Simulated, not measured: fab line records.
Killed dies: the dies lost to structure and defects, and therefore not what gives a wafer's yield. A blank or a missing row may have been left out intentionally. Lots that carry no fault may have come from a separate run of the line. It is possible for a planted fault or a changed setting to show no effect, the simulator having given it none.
fab line records + flow sky130
record:
- lots: 12
- wafers: 36
- lastDay: 50
route steps=708 shown METAL2@487 METAL3@533 CAPM@549 PAD_OPEN@708
lots with no fault: from the same line, run without faults
startH: start of the lot's first displayed wafer, in hours after the record's first day + waitH: hours elapsed since this lot's preceding step + " the same as in the row above + L1.1+2: several wafers, shown together as one row + - no value present, or no start provided + * or withheld: withheld + < > ~ a bound
route shown NAME@n: NAME is a module with steps in the file, n the number in the route of the first one + usual: mean/standard deviation of fault-free wafers + same: alike in all rows + chamber/n: place in a boat + sites: the reading at each site + _std_site: the values' standard deviation + _edge_site: the outer-site mean with the inner-site mean subtracted + radiusMm: for every site, how far away it sits from the centre of the wafer + mask NAME#n: copy n + behind: the most recent tool/chamber to have shaped the wafer + hold: why the lot went on hold/how many hours it stayed there/how the hold came to an end + device: which transistor (n, p or np) failed to switch + end of line: tests run on the same wafers once the route is complete + step lacking rows: just its recipe + killed: dies lost to structure and defects at the first sort, not the wafer's yield + map: per-die view of a wafer (x killed, . not killed, _ where there is no die)
set.NAME: the run value of the setting; set.NAME@STEP: its run value at that earlier step + model.NAME: the simulator's own value behind a step, which no gauge read
one table for each step of the route and one row for each wafer, over a sample of lots
services: a tool's chamber out of use, with start hour (startH, from the record's first day; less than 0 if before it), hours out, and reason
== steps ==
step: SKY_METAL2_SPUTTER_04
recipe:
- material: TiN
- targetThkNm: 70
- powerW: 6500
- timeS: 58.3
- chamberPressurePa: 0.4
usual:
- cathodeDcPowerW: 6500.1/1
- chamberPressurePa: 0.4000/0.00088
- throttleValvePct: 29.9/0.8
same:
- timeS: 58.3
| lot.wafer | tool          | chamber | startH | waitH | cathodeDcPowerW | chamberPressurePa | throttleValvePct |
|-----------|---------------|---------|--------|-------|-----------------|-------------------|------------------|
| L240.1    | pvdSputter-01 | -       | 800.06 | 0.0   | 6500.6          | 0.4002            | 29.5             |
| L240.2    | "             | -       | "      | "     | 6499.7          | 0.4004            | 30.5             |
| L240.3    | "             | -       | "      | "     | 6501.6          | 0.4014            | 30.4             |
| L241.1    | pvdSputter-01 | -       | 804.86 | 0.0   | 6499.1          | 0.4000            | 29.3             |
| L241.4    | "             | -       | "      | "     | 6500.2          | 0.4009            | 29.9             |
| L241.5    | "             | -       | "      | "     | 6500.0          | 0.4002            | 29.4             |
| L243.1    | pvdSputter-01 | -       | 822.91 | 0.0   | 6499.2          | 0.3989            | 29.1             |
| L243.4    | "             | -       | "      | "     | 6501.4          | 0.4005            | 29.1             |
| L243.5    | "             | -       | "      | "     | 6499.1          | 0.3993            | 30.0             |
| L244.3    | pvdSputter-01 | -       | 827.08 | 0.0   | 6502.1          | 0.4001            | 29.3             |
| L244.5    | "             | -       | "      | "     | 6500.0          | 0.4001            | 29.9             |
| L244.6    | "             | -       | "      | "     | 6499.7          | 0.3994            | 30.7             |
| L249.1    | pvdSputter-02 | -       | 862.05 | 0.0   | 6500.2          | 0.3999            | 31.3             |
| L249.2    | "             | -       | "      | "     | 6499.7          | 0.3994            | 31.3             |
| L249.4    | "             | -       | "      | "     | 6498.6          | 0.4000            | 30.5             |
| L252.1    | pvdSputter-01 | -       | 889.67 | 0.0   | 6500.1          | 0.4005            | 30.6             |
| L252.3    | "             | -       | "      | "     | 6499.5          | 0.4002            | 29.2             |
| L252.6    | "             | -       | "      | "     | 6502.1          | 0.4007            | 30.4             |
| L253.1    | pvdSputter-01 | -       | 902.22 | 0.0   | 6501.4          | 0.4009            | 30.0             |
| L253.4    | "             | -       | "      | "     | 6498.9          | 0.3996            | 29.3             |
| L253.5    | "             | -       | "      | "     | 6501.1          | 0.4012            | 29.9             |
| L254.2    | pvdSputter-01 | -       | 905.71 | 0.0   | 6499.4          | 0.4001            | 29.9             |
| L254.4    | "             | -       | "      | "     | 6499.0          | 0.4001            | 29.3             |
| L254.6    | "             | -       | "      | "     | 6498.6          | 0.3995            | 29.5             |
| L255.4    | pvdSputter-01 | -       | 912.99 | 0.0   | 6498.8          | 0.4006            | 29.2             |
| L255.5    | "             | -       | "      | "     | 6498.1          | 0.4005            | 30.1             |
| L255.6    | "             | -       | "      | "     | 6500.7          | 0.3994            | 30.6             |
| L261.2    | pvdSputter-03 | -       | 949.58 | 0.0   | 6500.7          | 0.3999            | 30.8             |
| L261.3    | "             | -       | "      | "     | 6499.6          | 0.3999            | 28.6             |
| L261.4    | "             | -       | "      | "     | 6499.9          | 0.3999            | 28.9             |
| L262.2    | pvdSputter-01 | -       | 957.46 | 0.0   | 6499.6          | 0.4007            | 29.5             |
| L262.3    | "             | -       | "      | "     | 6498.6          | 0.4003            | 30.2             |
| L262.4    | "             | -       | "      | "     | 6501.5          | 0.4000            | 29.1             |
| L263.2    | pvdSputter-01 | -       | 965.97 | 0.0   | 6499.8          | 0.3997            | 30.0             |
| L263.4    | "             | -       | "      | "     | 6500.9          | 0.3996            | 29.2             |
| L263.6    | "             | -       | "      | "     | 6500.7          | 0.4004            | 29.4             |
step: SKY_METAL3_SPUTTER_01
recipe:
- material: TiN
- targetThkNm: 20
- powerW: 6500
- timeS: 16.7
- chamberPressurePa: 0.4
usual:
- cathodeDcPowerW: 6500.0/1.1
- chamberPressurePa: 0.4000/0.00085
- throttleValvePct: 29.6/0.8
same:
- timeS: 16.7
| lot.wafer | tool          | chamber | startH  | waitH | cathodeDcPowerW | chamberPressurePa | throttleValvePct |
|-----------|---------------|---------|---------|-------|-----------------|-------------------|------------------|
| L240.1    | pvdSputter-03 | -       | 856.12  | 0.0   | 6500.5          | 0.3991            | 30.7             |
| L240.2    | "             | -       | "       | "     | 6501.9          | 0.4001            | 30.7             |
| L240.3    | "             | -       | "       | "     | 6498.1          | 0.4004            | 28.6             |
| L241.1    | pvdSputter-04 | -       | 860.47  | 0.0   | 6499.9          | 0.3996            | 28.8             |
| L241.4    | "             | -       | "       | "     | 6498.8          | 0.3992            | 30.1             |
| L241.5    | "             | -       | "       | "     | 6498.7          | 0.4002            | 28.7             |
| L243.1    | pvdSputter-01 | -       | 880.16  | 0.0   | 6500.9          | 0.4005            | 29.4             |
| L243.4    | "             | -       | "       | "     | 6499.1          | 0.4000            | 30.5             |
| L243.5    | "             | -       | "       | "     | 6499.8          | 0.3996            | 29.3             |
| L244.3    | pvdSputter-01 | -       | 883.74  | 0.0   | 6500.0          | 0.4012            | 30.2             |
| L244.5    | "             | -       | "       | "     | 6500.3          | 0.4008            | 29.4             |
| L244.6    | "             | -       | "       | "     | 6501.4          | 0.3999            | 30.1             |
| L249.1    | pvdSputter-01 | -       | 916.59  | 0.0   | 6498.6          | 0.4001            | 30.0             |
| L249.2    | "             | -       | "       | "     | 6499.5          | 0.4001            | 29.0             |
| L249.4    | "             | -       | "       | "     | 6500.7          | 0.4005            | 29.0             |
| L252.1    | pvdSputter-01 | -       | 944.47  | 0.0   | 6499.5          | 0.3988            | 29.0             |
| L252.3    | "             | -       | "       | "     | 6501.0          | 0.3994            | 30.5             |
| L252.6    | "             | -       | "       | "     | 6498.7          | 0.4014            | 30.4             |
| L253.1    | pvdSputter-01 | -       | 954.66  | 0.0   | 6499.2          | 0.4007            | 29.1             |
| L253.4    | "             | -       | "       | "     | 6499.5          | 0.3993            | 30.5             |
| L253.5    | "             | -       | "       | "     | 6499.0          | 0.3998            | 29.2             |
| L254.2    | pvdSputter-04 | -       | 959.76  | 0.0   | 6501.8          | 0.4001            | 29.5             |
| L254.4    | "             | -       | "       | "     | 6499.2          | 0.4016            | 30.1             |
| L254.6    | "             | -       | "       | "     | 6499.7          | 0.3994            | 29.5             |
| L255.4    | pvdSputter-01 | -       | 965.64  | 0.0   | 6503.2          | 0.3991            | 29.5             |
| L255.5    | "             | -       | "       | "     | 6500.0          | 0.4002            | 29.3             |
| L255.6    | "             | -       | "       | "     | 6498.8          | 0.3990            | 29.1             |
| L261.2    | pvdSputter-03 | -       | 1001.23 | 0.0   | 6500.3          | 0.4003            | 30.4             |
| L261.3    | "             | -       | "       | "     | 6501.2          | 0.3994            | 30.8             |
| L261.4    | "             | -       | "       | "     | 6500.7          | 0.4001            | 28.6             |
| L262.2    | pvdSputter-01 | -       | 1006.91 | 0.0   | 6500.4          | 0.3994            | 29.0             |
| L262.3    | "             | -       | "       | "     | 6503.2          | 0.4004            | 30.4             |
| L262.4    | "             | -       | "       | "     | 6500.1          | 0.4005            | 30.8             |
| L263.2    | pvdSputter-04 | -       | 1015.96 | 0.0   | 6498.3          | 0.3998            | 29.8             |
| L263.4    | "             | -       | "       | "     | 6501.1          | 0.4006            | 29.6             |
| L263.6    | "             | -       | "       | "     | 6499.3          | 0.4016            | 29.7             |
step: SKY_METAL3_SPUTTER_03
recipe:
- material: Ti
- targetThkNm: 5
- powerW: 3000
- timeS: 3.3
- chamberPressurePa: 0.4
usual:
- cathodeDcPowerW: 3000.0/0.5
- chamberPressurePa: 0.4000/0.00088
- throttleValvePct: 29.6/0.77
- timeS: 3.3/0
| lot.wafer | tool          | chamber | startH  | waitH | cathodeDcPowerW | chamberPressurePa | throttleValvePct | timeS |
|-----------|---------------|---------|---------|-------|-----------------|-------------------|------------------|-------|
| L240.1    | pvdSputter-03 | -       | 856.18  | 0.0   | 2998.8          | 0.3993            | 30.6             | 3.3   |
| L240.2    | "             | -       | "       | "     | 3000.4          | 0.3996            | 30.6             | 3.3   |
| L240.3    | "             | -       | "       | "     | 3000.6          | 0.3988            | 28.6             | 3.3   |
| L241.1    | pvdSputter-04 | -       | 860.53  | 0.0   | 3000.3          | 0.4002            | 28.7             | 3.3   |
| L241.4    | "             | -       | "       | "     | 3000.0          | 0.4001            | 29.6             | 3.3   |
| L241.5    | "             | -       | "       | "     | 3001.3          | 0.3996            | 28.8             | 3.3   |
| L243.1    | pvdSputter-01 | -       | 880.23  | 0.0   | 2999.0          | 0.3996            | 28.9             | 3.3   |
| L243.4    | "             | -       | "       | "     | 3000.4          | 0.4000            | 30.4             | 3.3   |
| L243.5    | "             | -       | "       | "     | 3000.3          | 0.3983            | 29.4             | 3.3   |
| L244.3    | pvdSputter-01 | -       | 883.81  | 0.0   | 3000.4          | 0.3996            | 30.1             | 3.3   |
| L244.5    | "             | -       | "       | "     | 3001.1          | 0.4017            | 29.0             | 3.3   |
| L244.6    | "             | -       | "       | "     | 2999.9          | 0.3993            | 30.2             | 3.3   |
| L249.1    | pvdSputter-01 | -       | 916.66  | 0.0   | 2999.9          | 0.4007            | 30.0             | 3.3   |
| L249.2    | "             | -       | "       | "     | 2999.8          | 0.4009            | 29.0             | 3.3   |
| L249.4    | "             | -       | "       | "     | 2999.1          | 0.3995            | 29.1             | 3.3   |
| L252.1    | pvdSputter-01 | -       | 944.53  | 0.0   | 2999.8          | 0.3988            | 29.3             | 3.3   |
| L252.3    | "             | -       | "       | "     | 3000.5          | 0.4021            | 30.6             | 3.3   |
| L252.6    | "             | -       | "       | "     | 2999.6          | 0.4009            | 30.6             | 3.3   |
| L253.1    | pvdSputter-01 | -       | 954.73  | 0.0   | -               | -                 | -                | -     |
| L253.4    | "             | -       | "       | "     | -               | -                 | -                | -     |
| L253.5    | "             | -       | "       | "     | -               | -                 | -                | -     |
| L254.2    | pvdSputter-04 | -       | 959.83  | 0.0   | -               | -                 | -                | -     |
| L254.4    | "             | -       | "       | "     | -               | -                 | -                | -     |
| L254.6    | "             | -       | "       | "     | -               | -                 | -                | -     |
| L255.4    | pvdSputter-01 | -       | 965.71  | 0.0   | -               | -                 | -                | -     |
| L255.5    | "             | -       | "       | "     | -               | -                 | -                | -     |
| L255.6    | "             | -       | "       | "     | -               | -                 | -                | -     |
| L261.2    | pvdSputter-03 | -       | 1001.30 | 0.0   | 3000.5          | 0.4004            | 30.9             | 3.3   |
| L261.3    | "             | -       | "       | "     | 3000.4          | 0.4007            | 30.7             | 3.3   |
| L261.4    | "             | -       | "       | "     | 3000.3          | 0.4019            | 28.4             | 3.3   |
| L262.2    | pvdSputter-01 | -       | 1006.97 | 0.0   | 2999.9          | 0.4007            | 29.1             | 3.3   |
| L262.3    | "             | -       | "       | "     | 2999.6          | 0.4011            | 30.3             | 3.3   |
| L262.4    | "             | -       | "       | "     | 3000.3          | 0.4017            | 30.5             | 3.3   |
| L263.2    | pvdSputter-04 | -       | 1016.02 | 0.0   | 2999.5          | 0.4020            | 29.9             | 3.3   |
| L263.4    | "             | -       | "       | "     | 2999.8          | 0.3988            | 29.3             | 3.3   |
| L263.6    | "             | -       | "       | "     | 2999.8          | 0.3989            | 30.3             | 3.3   |
step: SKY_CAPM_OVL_MEAS_12
usual:
- CAPM_OVL: 0.0/1.5
| lot.wafer | tool       | chamber | startH  | waitH | CAPM_OVL[nm] |
|-----------|------------|---------|---------|-------|--------------|
| L240.1    | overlay-02 | -       | 882.75  | 0.1   | 0.6          |
| L240.2    | "          | -       | "       | "     | -0.4         |
| L240.3    | "          | -       | "       | "     | 1.9          |
| L241.1    | overlay-02 | -       | 887.10  | 0.1   | -0.5         |
| L241.4    | "          | -       | "       | "     | -1.3         |
| L241.5    | "          | -       | "       | "     | 1.5          |
| L243.1    | overlay-02 | -       | 907.15  | 0.1   | 0.4          |
| L243.4    | "          | -       | "       | "     | -0.9         |
| L243.5    | "          | -       | "       | "     | -0.9         |
| L244.3    | overlay-02 | -       | 909.96  | 0.1   | 0.6          |
| L244.5    | "          | -       | "       | "     | 0.7          |
| L244.6    | "          | -       | "       | "     | -3.2         |
| L249.1    | overlay-01 | -       | 942.15  | 0.1   | -2.2         |
| L249.2    | "          | -       | "       | "     | 0.1          |
| L249.4    | "          | -       | "       | "     | 1.4          |
| L252.1    | overlay-01 | -       | 969.20  | 0.1   | -0.3         |
| L252.3    | "          | -       | "       | "     | -1.7         |
| L252.6    | "          | -       | "       | "     | -1.4         |
| L253.1    | overlay-02 | -       | 978.70  | 0.1   | -0.1         |
| L253.4    | "          | -       | "       | "     | -0.8         |
| L253.5    | "          | -       | "       | "     | -2.0         |
| L254.2    | overlay-02 | -       | 984.15  | 0.1   | 1.5          |
| L254.4    | "          | -       | "       | "     | 0.9          |
| L254.6    | "          | -       | "       | "     | -0.1         |
| L255.4    | overlay-01 | -       | 989.19  | 0.1   | -1.7         |
| L255.5    | "          | -       | "       | "     | -1.1         |
| L255.6    | "          | -       | "       | "     | -0.8         |
| L261.2    | overlay-01 | -       | 1024.80 | 0.1   | -0.2         |
| L261.3    | "          | -       | "       | "     | -0.3         |
| L261.4    | "          | -       | "       | "     | -0.6         |
| L262.2    | overlay-02 | -       | 1030.28 | 0.1   | -1.8         |
| L262.3    | "          | -       | "       | "     | -1.8         |
| L262.4    | "          | -       | "       | "     | -2.3         |
| L263.2    | overlay-02 | -       | 1038.68 | 0.1   | 1.7          |
| L263.4    | "          | -       | "       | "     | -0.9         |
| L263.6    | "          | -       | "       | "     | 0.3          |
step: SKY_PAD_OPEN_PROBE_99
usual:
- defectLimitedYield: 82.7/1.7
- killed_at_M0_to_M3: 41/6.2
- killed_at_M4_up: 3.0/1.7
- killedAtContacts: 25/5.8
- killedAtFrontEnd: 16/4.5
- killedAtOther: 0.2/0.42
- killedDies: 85/8.4
- killedOpen: 46/5.9
- killedShort: 39/6.3
- sort_bin_3_pad_short: 0.9/0.4
- sort_bin_5_function: 10.2/1.3
- sort_bin_6_memory: 6.2/1
- sortNPass: 407/8.4
- sortYieldPct: 82.7/1.7
same:
- grossDies: 492
- killedAtBackSide: 0
- sort_bin_4_leakage[%]: 0
- sort_bin_8_speed[%]: 0
| lot.wafer | tool      | chamber | startH  | waitH | defectLimitedYield[%] | killed_at_M0_to_M3 | killed_at_M4_up | killedAtContacts | killedAtFrontEnd | killedAtOther | killedDies | killedOpen | killedShort | sort_bin_3_pad_short[%] | sort_bin_5_function[%] | sort_bin_6_memory[%] | sortNPass | sortYieldPct[%] |
|-----------|-----------|---------|---------|-------|-----------------------|--------------------|-----------------|------------------|------------------|---------------|------------|------------|-------------|-------------------------|------------------------|----------------------|-----------|-----------------|
| L241.1    | prober-01 | -       | 1088.66 | 0.1   | 83.7                  | 39                 | 4               | 24               | 12               | 1             | 80         | 55         | 25          | 0.6                     | 8.3                    | 7.3                  | 412       | 83.7            |
| L241.4    | prober-01 | -       | 1088.81 | 0.2   | 84.6                  | 36                 | 5               | 28               | 7                | 0             | 76         | 35         | 41          | 0.6                     | 10.0                   | 4.9                  | 416       | 84.6            |
| L241.5    | prober-01 | -       | 1088.86 | 0.2   | 85.2                  | 28                 | 6               | 26               | 13               | 0             | 73         | 35         | 38          | 0                       | 8.9                    | 5.9                  | 419       | 85.2            |
| L252.1    | prober-02 | -       | 1152.11 | 0.1   | 82.7                  | 43                 | 3               | 26               | 13               | 0             | 85         | 51         | 34          | 1.2                     | 10.4                   | 5.7                  | 407       | 82.7            |
| L252.3    | prober-02 | -       | 1152.21 | 0.2   | 82.9                  | 45                 | 4               | 19               | 16               | 0             | 84         | 50         | 34          | 0.4                     | 9.3                    | 7.3                  | 408       | 82.9            |
| L252.6    | prober-02 | -       | 1152.36 | 0.2   | 80.7                  | 47                 | 7               | 24               | 16               | 1             | 95         | 55         | 40          | 1.0                     | 10.4                   | 7.9                  | 397       | 80.7            |
| L253.1    | prober-01 | -       | 1159.86 | 0.1   | 81.9                  | 47                 | 3               | 23               | 16               | 0             | 89         | 49         | 38          | 2.0                     | 11.0                   | 5.1                  | 403       | 81.9            |
| L253.4    | prober-01 | -       | 1160.01 | 0.2   | 82.5                  | 49                 | 0               | 15               | 21               | 1             | 86         | 41         | 42          | 0.6                     | 9.3                    | 7.5                  | 406       | 82.5            |
| L253.5    | prober-01 | -       | 1160.06 | 0.2   | 82.5                  | 45                 | 5               | 20               | 16               | 0             | 86         | 47         | 37          | 1.2                     | 10.0                   | 6.3                  | 406       | 82.5            |
| L254.2    | prober-02 | -       | 1161.86 | 0.1   | 81.1                  | 50                 | 2               | 26               | 15               | 0             | 93         | 50         | 43          | 0.6                     | 11.2                   | 7.1                  | 399       | 81.1            |
| L254.4    | prober-02 | -       | 1161.96 | 0.2   | 83.7                  | 35                 | 3               | 28               | 14               | 0             | 80         | 47         | 33          | 1.0                     | 10.4                   | 4.9                  | 412       | 83.7            |
| L254.6    | prober-02 | -       | 1162.06 | 0.2   | 82.5                  | 38                 | 3               | 30               | 15               | 0             | 86         | 43         | 43          | 0.8                     | 11.4                   | 5.3                  | 406       | 82.5            |
killed by level:class
L241.1 VIA1:geometricParticle:open=16 CONTACT:geometricParticle:open=11 VIA2:geometricParticle:open=5 FIELD_ISO:geometricParticle:open=3 POLY_GATE:geometricParticle:open=3 LI_CONTACT:geometricParticle:open=3 LOCAL_INTERCONNECT:geometricParticle:short=3 LOCAL_INTERCONNECT:geometricParticle:open=3
L241.4 CONTACT:geometricParticle:open=11 VIA2:geometricParticle:open=9 CONTACT:geometricParticle:short=8 VIA1:geometricParticle:open=7 METAL2:geometricParticle:short=6 VIA2:geometricParticle:short=5 LOCAL_INTERCONNECT:geometricParticle:short=4 LI_CONTACT:geometricParticle:short=3
L241.5 CONTACT:geometricParticle:open=11 CONTACT:geometricParticle:short=5 LI_CONTACT:geometricParticle:open=4 LOCAL_INTERCONNECT:geometricParticle:short=4 VIA1:geometricParticle:short=4 VIA3:geometricParticle:short=4 VIA1:geometricParticle:open=4 FIELD_ISO:geometricParticle:short=3
L252.1 CONTACT:geometricParticle:open=14 VIA1:geometricParticle:open=10 LI_CONTACT:geometricParticle:open=7 VIA1:geometricParticle:short=7 VIA3:geometricParticle:open=5 FIELD_ISO:geometricParticle:short=4 METAL2:geometricParticle:short=4 VIA2:geometricParticle:open=4
L252.3 VIA1:geometricParticle:open=10 CONTACT:geometricParticle:open=8 FIELD_ISO:geometricParticle:short=5 METAL1:geometricParticle:short=5 METAL1:geometricParticle:open=5 METAL2:geometricParticle:short=5 VIA2:geometricParticle:open=5 FIELD_ISO:geometricParticle:open=4
L252.6 VIA1:geometricParticle:open=12 CONTACT:geometricParticle:open=7 METAL2:geometricParticle:short=7 FIELD_ISO:geometricParticle:short=6 LI_CONTACT:geometricParticle:open=6 VIA2:geometricParticle:open=6 VIA3:geometricParticle:open=6 VIA1:geometricParticle:short=5
L253.1 VIA1:geometricParticle:open=11 VIA2:geometricParticle:open=8 LI_CONTACT:geometricParticle:open=7 CONTACT:geometricParticle:open=7 VIA1:geometricParticle:short=6 METAL1:geometricParticle:short=6 FIELD_ISO:geometricParticle:open=5 POLY_GATE:geometricParticle:open=4
L253.4 VIA1:geometricParticle:open=13 VIA2:geometricParticle:open=9 METAL2:geometricParticle:short=7 VIA1:geometricParticle:short=6 METAL3:geometricParticle:short=6 FIELD_ISO:geometricParticle:short=5 POLY_GATE:geometricParticle:open=5 CONTACT:geometricParticle:open=5
L253.5 CONTACT:geometricParticle:open=9 VIA3:geometricParticle:open=9 VIA1:geometricParticle:short=6 METAL2:geometricParticle:short=6 VIA2:geometricParticle:open=6 VIA1:geometricParticle:open=5 LI_CONTACT:geometricParticle:open=4 FIELD_ISO:geometricParticle:open=3
L254.2 VIA1:geometricParticle:open=15 VIA3:geometricParticle:open=10 CONTACT:geometricParticle:open=9 LI_CONTACT:geometricParticle:open=7 VIA2:geometricParticle:open=5 CONTACT:geometricParticle:short=5 METAL1:geometricParticle:short=5 METAL2:geometricParticle:short=5
L254.4 CONTACT:geometricParticle:open=16 VIA1:geometricParticle:open=9 LI_CONTACT:geometricParticle:open=7 METAL2:geometricParticle:short=7 LOCAL_INTERCONNECT:geometricParticle:short=4 POLY_GATE:geometricParticle:open=3 METAL1:geometricParticle:short=3 METAL3:geometricParticle:short=3
L254.6 VIA1:geometricParticle:open=11 CONTACT:geometricParticle:open=9 LI_CONTACT:geometricParticle:open=8 CONTACT:geometricParticle:short=6 LI_CONTACT:geometricParticle:short=5 VIA3:geometricParticle:open=5 POLY_GATE:geometricParticle:open=4 POLY_GATE:geometricParticle:short=4
== services ==
| tool          | chamber | startH | hours | kind   |
|---------------|---------|--------|-------|--------|
| pvdSputter-04 | -       | 809.29 | 0.8   | repair |
| pvdSputter-03 | -       | 819.83 | 2.2   | repair |
| pvdSputter-02 | -       | 836.53 | 0.7   | repair |
| pvdSputter-02 | -       | 889.00 | 82.0  | repair |
| pvdSputter-01 | -       | 918.66 | 5.4   | repair |
| pvdSputter-01 | -       | 922.28 | 7.5   | repair |
| pvdSputter-03 | -       | 951.15 | 5.0   | repair |
| pvdSputter-03 | -       | 959.51 | 15.5  | repair |
== key ==
firstSign:
- step: SKY_METAL3_SPUTTER_03
- reading: toolRecord
- direction: missing
effect none on later readings
metAt SKY_METAL3_SPUTTER_03
struckLots L253,L254,L255
notActingAt SKY_METAL2_SPUTTER_04,SKY_METAL3_SPUTTER_01,SKY_CAPM_OVL_MEAS_12
onsetBetween 944.53 954.73
fault:
- kind: skippedStepWhole
- tool: pvdSputter-01,pvdSputter-04
- chamber: -
- onsetH: 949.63
- steps: SKY_METAL3_SPUTTER_03
- scope: struckLotsOnly
